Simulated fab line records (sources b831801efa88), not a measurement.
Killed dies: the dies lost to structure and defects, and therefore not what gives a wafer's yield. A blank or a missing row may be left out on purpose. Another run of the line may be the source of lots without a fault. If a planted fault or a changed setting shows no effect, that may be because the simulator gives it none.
Comparing a struck lot with a sound one | flow sky130 | 15 out of 708 route steps
Sound: these wafers, L714.1, L714.3, L714.5. Struck: wafer L725.2 (L725.1, L725.3, from the same lot, were not struck and are left out); the cause is given at the end.
Each step with rows lists, per side, the tool, then ch with its chambers, then its first start. Under that, the readings that differ: sound wafers | struck wafers | difference of the means | sigmas: that difference in standard deviations of wafers without a fault.
alike: readings with means less than 2 such deviations apart, plus words and numbers identical on both sides. not compared: withheld readings, readings lacking a value on some wafer, bounds such as >300 that could conceal the same value, and numbers that have no deviation in the record and whose values overlap.
A row with sigmas, a row that says differs or no value, or rows on one side alone: a step with any of these is where the two part. Non-overlapping numbers with no deviation appear without sigmas and do not part them. A reading that every wafer of one side lacks parts them only if that side has two wafers or more.

first, 1 step without rows for these wafers: SKY_POLY_GATE_CVD_03 (deposits Si3N4 from DCS/NH3, target thk 75 nm, time 1290 s).
SKY_POLY_GATE_THK_MEAS_04:
  sound: film-metro-04 at day 17 07:40; struck: film-metro-04 at day 22 00:08
  alike: POLY_GATE_CVD_03_THK
then, 8 steps without rows for these wafers: SKY_POLY_GATE_DEHYDRATE_05 (time 60 s); SKY_POLY_GATE_HMDS_06 (prime time 60 s); SKY_POLY_GATE_COAT_07 (resist thk 110 nm); SKY_POLY_GATE_COAT_08 (resist thk 450 nm); SKY_POLY_GATE_SOFTBAKE_09 (time 90 s); SKY_POLY_GATE_EXPOSE_10 (exposes mask P1M, target cd 150 nm); SKY_POLY_GATE_PEB_11; SKY_POLY_GATE_DEVELOP_12 (develop time 60 s).
SKY_POLY_GATE_CD_MEAS_13 targets a cd of 150 nm.
  sound: cd-sem-01 at day 18 12:47; struck: cd-sem-01 at day 23 06:13
  alike: cd-nm
SKY_POLY_GATE_OVL_MEAS_14:
  sound: overlay-02 at day 18 12:55; struck: overlay-01 at day 23 06:20
  reading            | sound  | struck | difference | sigmas
  POLY_GATE_OVL (nm) | 8 6 12 | -6     | -15        | -2
SKY_POLY_GATE_ETCH_15: etches BARC in N2/H2, stops on SiO2, time 118.5 s, target depth 110 nm.
  sound on rie-diel-04 ch 0,1,2, day 18 12:57; struck on rie-diel-04 ch 2, day 23 06:23
  reading                                          | sound               | struck | difference | sigmas
  bias-w (W)                                       | 99.94 100.22 100.05 | 89.21  | -10.86     | -39
  model.KrF-thick_of_POLY_GATE_COAT_08.thk-nm (nm) | 345.2 344.8 345.7   | 347.2  | +2.0       |
  alike: drypump-motor-current-A, oes-product-au, rf-fwd-power-W, throttle-valve-pct
  not compared: rf-hours-counter-h
SKY_POLY_GATE_ETCH_16: etches Si3N4 in CH3F/O2, stops on poly-Si, time 147.5 s, target depth 75 nm.
  sound on rie-diel-04 ch 0,1,2, day 18 13:02; struck on rie-diel-04 ch 2, day 23 06:28
  alike: bias-w, ch3f-flow-sccm, drypump-motor-current-A, oes-product-au, rf-fwd-power-W, throttle-valve-pct
  not compared: rf-hours-counter-h
-- record jumps: 27 days separate the struck wafers' starts on either side; left off in module POLY_GATE, taken up again in module PAD_OPEN, whose first shown step is the route's number 708 --
SKY_PAD_OPEN_PROBE_99:
  only the struck wafers here have rows in the record (prober-01, day 50 02:39); the sound ones have none

## WHERE THEY PART
Last at SKY_PAD_OPEN_PROBE_99 as far as this record goes, first at SKY_POLY_GATE_OVL_MEAS_14.

WHY: the cause the simulator had injected
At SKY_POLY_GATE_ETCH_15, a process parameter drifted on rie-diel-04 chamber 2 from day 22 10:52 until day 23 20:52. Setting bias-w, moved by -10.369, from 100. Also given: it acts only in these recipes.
